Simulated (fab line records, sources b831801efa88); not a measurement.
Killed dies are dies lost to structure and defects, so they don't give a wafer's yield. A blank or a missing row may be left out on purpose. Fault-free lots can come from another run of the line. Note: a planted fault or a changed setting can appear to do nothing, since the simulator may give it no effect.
A lot that was struck, set against a sound lot / flow sky130 / 44 out of 708 route steps
Sound: the wafers L910.3, L910.5, L910.6. The struck wafers were L919.2, L919.4, L919.5. The cause is given at the end.
Each step with rows lists, per side, the tool, then ch with its chambers, then its first start. Under that, the readings that differ: sound wafers / struck wafers / difference of the means / sigmas: that difference in standard deviations of wafers without a fault.
alike: a reading whose means differ by less than 2 such deviations, as well as words and numbers matching on both sides. not compared: withheld readings; readings where some wafer has no value; bounds like >300 that might hide an equal value; numbers whose values overlap and for which the record gives no deviation.
A row with sigmas, a row that says differs or no value, or rows on one side alone: a step with any of these is where the two part. Non-overlapping numbers with no deviation appear without sigmas and do not part them. A reading that every wafer of one side lacks parts them only if that side has two wafers or more.

first, 2 steps without rows for these wafers: SKY_DNWELL_DEVELOP_06 (develop time 60 s); SKY_DNWELL_IMPLANT_07.
SKY_DNWELL_STRIP_08: strips in O2/N2.
  sound on plasmaAsher-01 ch 0,1, day 4 21:30; struck on plasmaAsher-02 ch 0,1, day 7 01:14
  alike: drypumpMotorCurrentA, oesProductAu, stripTimeToEndpointS
  not compared: rfHoursCounterH
SKY_DNWELL_TW_MEAS_09:
  sound on filmMetro-01 at day 4 21:35; struck on filmMetro-03 at day 7 01:20
reading=DNWELL_TW; sound=1107 1107 1109; struck=1129 1136 1135; difference=+26; sigmas=+3
then, 7 steps without rows for these wafers: SKY_PWDE_DEHYDRATE_00 (time 60 s); SKY_PWDE_HMDS_01 (prime time 60 s); SKY_PWDE_COAT_02 (resist thk 3000 nm); SKY_PWDE_SOFTBAKE_03; SKY_PWDE_EXPOSE_04 (exposes mask PWDEM, target cd 840 nm); SKY_PWDE_PEB_05; SKY_PWDE_DEVELOP_06 (develop time 60 s).
SKY_PWDE_OVL_MEAS_07:
  sound on overlay-02 at day 5 14:28; struck on overlay-01 at day 7 20:02
  alike: PWDE_OVL
SKY_PWDE_IMPLANT_08:
  sound on implanter-03 ch 0, day 5 14:33; struck on implanter-04 ch 0, day 7 20:25
  alike: beamEnergyKeV, beamOnS
SKY_PWDE_STRIP_09: strips in O2/N2.
  sound on plasmaAsher-04 ch 0,1, day 5 14:41; struck on plasmaAsher-02 ch 0,1, day 7 20:32
  alike: drypumpMotorCurrentA, oesProductAu, stripTimeToEndpointS
  not compared: rfHoursCounterH
SKY_PWDE_TW_MEAS_10:
  sound on filmMetro-01 at day 5 14:46; struck on filmMetro-04 at day 7 20:52
reading=PWDE_TW; sound=374.3 370.9 372.7; struck=468.9 468.5 470.3; difference=+96.6; sigmas=+33
then, 7 steps without rows for these wafers: SKY_NWELL_DEHYDRATE_03 (time 60 s); SKY_NWELL_HMDS_04 (prime time 60 s); SKY_NWELL_COAT_05 (resist thk 3000 nm); SKY_NWELL_SOFTBAKE_06; SKY_NWELL_EXPOSE_07 (exposes mask NWM, target cd 840 nm); SKY_NWELL_PEB_08; SKY_NWELL_DEVELOP_09 (develop time 60 s).
SKY_NWELL_OVL_MEAS_10:
  sound on overlay-01 at day 6 08:58; struck on overlay-02 at day 8 16:29
  alike: NWELL_00_OVL
then, 3 steps without rows for these wafers: SKY_NWELL_IMPLANT_11; SKY_NWELL_IMPLANT_12; SKY_NWELL_IMPLANT_13.
SKY_NWELL_STRIP_14: strips in O2/N2.
  sound on plasmaAsher-02 ch 0,1, day 6 09:29; struck on plasmaAsher-02 ch 0, day 8 16:58
  alike: drypumpMotorCurrentA, oesProductAu, stripTimeToEndpointS
  not compared: rfHoursCounterH
SKY_NWELL_TW_MEAS_15:
  sound on filmMetro-01 at day 6 09:36; struck on filmMetro-04 at day 8 17:07
reading=NWELL_TW; sound=1823 1812 1821; struck=1852 1845 1855; difference=+32; sigmas=+2
then, 7 steps without rows for these wafers: SKY_NWELL_DEHYDRATE_16 (time 60 s); SKY_NWELL_HMDS_17 (prime time 60 s); SKY_NWELL_COAT_18 (resist thk 3000 nm); SKY_NWELL_SOFTBAKE_19; SKY_NWELL_EXPOSE_20 (exposes mask NWM COMPLEMENT, target cd 840 nm); SKY_NWELL_PEB_21; SKY_NWELL_DEVELOP_22 (develop time 60 s).
SKY_NWELL_OVL_MEAS_23:
  sound on overlay-02 at day 7 03:55; struck on overlay-02 at day 9 13:40
  alike: NWELL_01_OVL
next, for these wafers, 1 step has no rows: SKY_NWELL_IMPLANT_24.
SKY_NWELL_STRIP_25: strips in O2/N2.
  sound on plasmaAsher-02 ch 0,1, day 7 04:08; struck on plasmaAsher-01 ch 0,1, day 9 13:51
  alike: drypumpMotorCurrentA, oesProductAu, stripTimeToEndpointS
  not compared: rfHoursCounterH
SKY_NWELL_TW_MEAS_26:
  sound on filmMetro-04 at day 7 04:13; struck on filmMetro-04 at day 9 13:58
  alike: NWELL_2_TW
then, 1 step without rows for these wafers: SKY_NWELL_CLEAN_27 (cleans in SC1/SC2, time 150 s).
SKY_NWELL_RTA_28: time 30 s.
  sound on rtpAnneal-02 ch 0, day 7 04:20; struck on rtpAnneal-01 ch 0, day 9 14:05
  alike: lampPowerPct, rampDownCPerS, wafer_temp_C_max
SKY_NWELL_RS_MEAS_29: measures by four-point-probe.
  sound on filmMetro-03 at day 7 04:27; struck on filmMetro-03 at day 9 14:11
  alike: NWELL_RS
SKY_NWELL_RS_MEAS_31: measures by four-point-probe.
  sound on filmMetro-03 at day 7 04:41; struck on filmMetro-03 at day 9 14:43
reading=PWDE_RS (ohm/sq); sound=5240 5248 5251; struck=3110 3111 3111; difference=-2136; sigmas=-99 or more
SKY_PAD_OPEN_PROBE_99:
  the record has rows for the sound wafers here (prober-01, day 47 12:48) and none for the struck ones

## WHERE THEY PART
First at SKY_DNWELL_TW_MEAS_09; last, within this record, at SKY_PAD_OPEN_PROBE_99.

WHY: whatever the simulator had introduced
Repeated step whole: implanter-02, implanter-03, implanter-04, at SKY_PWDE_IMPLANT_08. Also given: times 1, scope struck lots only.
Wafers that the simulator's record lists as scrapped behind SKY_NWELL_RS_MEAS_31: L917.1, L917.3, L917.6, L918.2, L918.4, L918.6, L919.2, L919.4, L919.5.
